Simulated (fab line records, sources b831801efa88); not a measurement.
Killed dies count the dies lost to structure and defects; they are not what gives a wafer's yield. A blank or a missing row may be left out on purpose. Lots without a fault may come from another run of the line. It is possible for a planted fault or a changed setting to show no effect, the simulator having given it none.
fab line records    flow gf180mcu    part 2 of 2: steps 33 to 44 of 44
record: lots: 5  wafers: 15  last_day: 34
route steps=602 shown VT_IMPLANT@90
lots untouched by any fault: they come from a run of this same line in which no faults occurred
start_h: the number of hours between the record's first day and the start of the first shown wafer of the lot    wait_h: hours from the lot's prior step to this one    " repeats the value in the row above    L1.1+2: several wafers, shown together as one row    - no value, or no start given    * or withheld: withheld    < > ~ a bound
route shown NAME@n: a module of which the file shows steps, and the number in the route of the first    usual: mean/standard deviation of fault-free wafers    same: alike in all rows    chamber/n: place in a boat    sites: the reading at each site    _std_site: standard deviation of those values    _edge_site: the outer-site mean with the inner-site mean subtracted    radius_mm: for every site, how far away it sits from the centre of the wafer    mask NAME#n: copy n    behind: the tool/chamber that last shaped the wafer    hold: why the lot was held/for how many hours/how that ended    device: whichever transistor did not switch (one of n, p or np)    end of line: the route-end tests of the same wafers    a step given without rows: its recipe and nothing more    killed: count of dies lost to structure and defects at first sort (not the wafer's yield)    map: the dies of a wafer, with x for killed, . for not killed, _ for no die there
set.NAME: the setting as run; set.NAME@STEP: as run at that earlier step    model.NAME: the simulator's own value behind a step, which no gauge read
a table for each step, a row for each wafer; lots at some steps of the route
services: when a tool's chamber went out of use (start_h, in hours from the record's first day, below 0 if earlier), for how many hours, and the reason
== steps ==
step: GF_VT_IMPLANT_TW_MEAS_32
usual: VT_IMPLANT_3_TW: 271/3.1
lot.wafer  tool           chamber  start_h  wait_h  VT_IMPLANT_3_TW
L075.1     film_metro-01  -        148.66   0.1     274
L075.2     "              -        "        "       272
L075.6     "              -        "        "       272
L078.1     film_metro-01  -        169.08   0.1     276
L078.3     "              -        "        "       275
L078.5     "              -        "        "       275
L079.2     film_metro-04  -        174.94   0.1     269
L079.4     "              -        "        "       267
L079.5     "              -        "        "       268
L084.2     film_metro-03  -        209.26   0.1     269
L084.3     "              -        "        "       271
L084.4     "              -        "        "       271
L096.1     film_metro-01  -        283.37   0.1     274
L096.5     "              -        "        "       274
L096.6     "              -        "        "       274
step: GF_VT_IMPLANT_DEHYDRATE_33
recipe: temp_c: 200  time_s: 60
lot.wafer   tool            chamber  start_h  wait_h
L075.1+2+6  litho_track-04  0        156.29   7.6
L078.1+3+5  litho_track-02  0        176.09   7.0
L079.2+4+5  litho_track-01  0        182.89   7.9
L084.2+3+4  litho_track-02  0        217.71   8.4
L096.1+5+6  litho_track-04  0        292.84   9.5
step: GF_VT_IMPLANT_HMDS_34
recipe: prime_time_s: 60  prime_temp_c: 120
lot.wafer   tool            chamber  start_h  wait_h
L075.1+2+6  litho_track-04  0        156.44   0.1
L078.1+3+5  litho_track-02  0        176.24   0.1
L079.2+4+5  litho_track-01  0        183.04   0.1
L084.2+3+4  litho_track-02  0        217.86   0.1
L096.1+5+6  litho_track-04  0        292.99   0.1
step: GF_VT_IMPLANT_COAT_35
recipe: resist: NOVOLAK  spin_rpm: 3000  resist_thk_nm: 1000
usual: spin_speed_rpm: 2999.8/1.9
lot.wafer  tool            chamber  start_h  wait_h  spin_speed_rpm
L075.1     litho_track-04  0        156.59   0.1     3001.1
L075.2     "               0        "        "       2999.3
L075.6     "               0        "        "       2999.6
L078.1     litho_track-02  0        176.39   0.1     2999.0
L078.3     "               0        "        "       3005.1
L078.5     "               0        "        "       3001.4
L079.2     litho_track-01  0        183.19   0.1     2999.8
L079.4     "               0        "        "       3000.6
L079.5     "               0        "        "       2999.0
L084.2     litho_track-02  0        218.01   0.1     2998.6
L084.3     "               0        "        "       3000.0
L084.4     "               0        "        "       2995.4
L096.1     litho_track-04  0        293.14   0.1     2999.6
L096.5     "               0        "        "       3002.1
L096.6     "               0        "        "       3000.0
step: GF_VT_IMPLANT_SOFTBAKE_36
recipe: temp_c: 90  time_s: 60  resist: NOVOLAK
lot.wafer   tool            chamber  start_h  wait_h
L075.1+2+6  litho_track-04  0        156.74   0.1
L078.1+3+5  litho_track-02  0        176.54   0.1
L079.2+4+5  litho_track-01  0        183.34   0.1
L084.2+3+4  litho_track-02  0        218.16   0.1
L096.1+5+6  litho_track-04  0        293.29   0.1
step: GF_VT_IMPLANT_EXPOSE_37
recipe: mask_id: Nwell_HV_AREA  target_cd_nm: 860  na: 0.6  source_shape: conventional  sigma_outer: 0.6  dose_mj: 140
lot.wafer   tool              chamber  start_h  wait_h  mask
L075.1+2+6  iline_stepper-01  0        -        -       Nwell_HV_AREA#0
L078.1+3+5  iline_stepper-01  0        -        -       Nwell_HV_AREA#0
L079.2+4+5  iline_stepper-01  0        -        -       Nwell_HV_AREA#0
L084.2+3+4  iline_stepper-02  0        -        -       Nwell_HV_AREA#0
L096.1+5+6  iline_stepper-02  0        -        -       Nwell_HV_AREA#0
step: GF_VT_IMPLANT_PEB_38
recipe: temp_c: withheld  time_s: *  resist: NOVOLAK
lot.wafer   tool            chamber  start_h  wait_h
L075.1+2+6  litho_track-02  0        -        -
L078.1+3+5  litho_track-04  0        -        -
L079.2+4+5  litho_track-04  0        -        -
L084.2+3+4  litho_track-02  0        -        -
L096.1+5+6  litho_track-04  0        -        -
step: GF_VT_IMPLANT_DEVELOP_39
recipe: develop_time_s: 60  dev_temp_c: 23
lot.wafer   tool            chamber  start_h  wait_h
L075.1+2+6  litho_track-02  0        164.54   0.1
L078.1+3+5  litho_track-04  0        184.84   0.1
L079.2+4+5  litho_track-04  0        191.82   0.1
L084.2+3+4  litho_track-02  0        226.76   0.1
L096.1+5+6  litho_track-04  0        303.34   0.1
step: GF_VT_IMPLANT_OVL_MEAS_40
usual: VT_IMPLANT_03_OVL: -0.4/1.7
lot.wafer  tool        chamber  start_h  wait_h  VT_IMPLANT_03_OVL[nm]
L075.1     overlay-01  -        164.69   0.1     1.3
L075.2     "           -        "        "       0.3
L075.6     "           -        "        "       2.3
L078.1     overlay-02  -        184.99   0.1     1.5
L078.3     "           -        "        "       1.6
L078.5     "           -        "        "       1.6
L079.2     overlay-02  -        191.95   0.1     0.7
L079.4     "           -        "        "       0.1
L079.5     "           -        "        "       -0.7
L084.2     overlay-01  -        226.89   0.1     -0.9
L084.3     "           -        "        "       -0.6
L084.4     "           -        "        "       -1.7
L096.1     overlay-02  -        303.49   0.1     -2.4
L096.5     "           -        "        "       -1.5
L096.6     "           -        "        "       -1.3
step: GF_VT_IMPLANT_IMPLANT_41
recipe: species: As  energy_kev: 70  dose_cm2: 1.013e+12  tilt_deg: 7
usual: end_station_pressure_torr: 4.99e-06/2.4e-07
lot.wafer  tool          chamber  start_h  wait_h  end_station_pressure_torr
L075.1     implanter-01  0        164.73   0.0     4.97e-06
L075.2     "             0        "        "       5.05e-06
L075.6     "             0        "        "       5.23e-06
L078.1     implanter-01  0        185.03   0.0     4.73e-06
L078.3     "             0        "        "       4.8e-06
L078.5     "             0        "        "       4.44e-06
L079.2     implanter-02  0        192.00   0.0     5.33e-06
L079.4     "             0        "        "       4.71e-06
L079.5     "             0        "        "       4.64e-06
L084.2     implanter-01  0        226.95   0.0     4.52e-06
L084.3     "             0        "        "       5.34e-06
L084.4     "             0        "        "       4.97e-06
L096.1     implanter-01  0        303.53   0.0     5.08e-06
L096.5     "             0        "        "       4.92e-06
L096.6     "             0        "        "       5.2e-06
step: GF_VT_IMPLANT_STRIP_42
recipe: chemistry: O2/N2  power_w: 1400  pressure_mtorr: 1500  platen_temp_c: 250  o2_flow_sccm: 3000  n2_flow_sccm: 300  overash_fraction: 0.5
usual: drypump_motor_current_A: 5.7/0.35  heater_power_w: 332/41  oes_product_au: 0.716/0.0047  strip_time_to_endpoint_s: 12.63/0.036
lot.wafer  tool             chamber  start_h  wait_h  drypump_motor_current_A  heater_power_w  oes_product_au  rf_hours_counter_h  strip_time_to_endpoint_s
L075.1     plasma_asher-04  0        164.88   0.1     6.0                      420             0.720           48                  12.69
L075.2     "                1        "        "       5.2                      322             0.719           48                  12.69
L075.6     "                0        "        "       6.0                      435             0.717           -                   12.71
L078.1     plasma_asher-01  1        185.18   0.1     5.7                      352             0.714           42                  12.62
L078.3     "                0        "        "       5.3                      314             0.713           -                   12.64
L078.5     "                1        "        "       5.7                      361             0.721           -                   12.60
L079.2     plasma_asher-04  0        192.13   0.1     6.0                      427             0.715           51                  12.62
L079.4     "                1        "        "       5.2                      328             0.717           -                   12.66
L079.5     "                1        "        "       5.1                      328             0.711           -                   12.66
L084.2     plasma_asher-01  0        227.07   0.1     5.3                      316             0.715           46                  12.67
L084.3     "                0        "        "       5.3                      318             0.713           -                   12.69
L084.4     "                1        "        "       5.7                      364             0.717           -                   12.67
L096.1     plasma_asher-01  1        303.68   0.1     5.7                      355             0.717           55                  12.57
L096.5     "                1        "        "       5.6                      360             0.714           -                   12.56
L096.6     "                0        "        "       5.3                      312             0.717           -                   12.56
step: GF_VT_IMPLANT_TW_MEAS_43
usual: VT_IMPLANT_4_TW: 695/7.8
lot.wafer  tool           chamber  start_h  wait_h  VT_IMPLANT_4_TW
L075.1     film_metro-01  -        164.98   0.1     700
L075.2     "              -        "        "       702
L075.6     "              -        "        "       704
L078.1     film_metro-03  -        185.28   0.1     690
L078.3     "              -        "        "       694
L078.5     "              -        "        "       694
L079.2     film_metro-03  -        192.24   0.1     695
L079.4     "              -        "        "       693
L079.5     "              -        "        "       691
L084.2     film_metro-04  -        227.18   0.1     687
L084.3     "              -        "        "       688
L084.4     "              -        "        "       689
L096.1     film_metro-01  -        303.78   0.1     703
L096.5     "              -        "        "       704
L096.6     "              -        "        "       705
== services ==
tool              chamber  start_h  hours  kind
implanter-01      -        95.70    5.1    repair
plasma_asher-03   -        108.75   9.0    pm
plasma_asher-03   0        108.75   9.0    vent_cycle
plasma_asher-03   1        108.75   9.0    vent_cycle
plasma_asher-04   -        109.57   0.9    repair
plasma_asher-03   0        117.75   -      clean
plasma_asher-03   1        117.75   -      clean
implanter-01      -        122.55   2.0    repair
implanter-01      -        129.94   1.7    repair
iline_stepper-01  -        142.07   0.6    repair
implanter-03      -        147.35   3.3    pm
plasma_asher-04   -        152.61   0.5    repair
iline_stepper-02  -        154.88   11.0   repair
plasma_asher-04   -        171.16   2.8    pm
implanter-01      -        185.18   41.7   pm
iline_stepper-02  -        186.26   0.7    repair
implanter-02      -        212.87   2.7    pm
plasma_asher-04   -        237.86   19.5   pm
plasma_asher-01   -        252.58   7.6    repair
iline_stepper-02  -        259.89   4.4    repair
iline_stepper-01  -        285.60   1.7    pm
iline_stepper-02  -        289.14   1.7    pm
implanter-02      -        289.76   3.9    repair
iline_stepper-01  -        292.78   6.5    repair
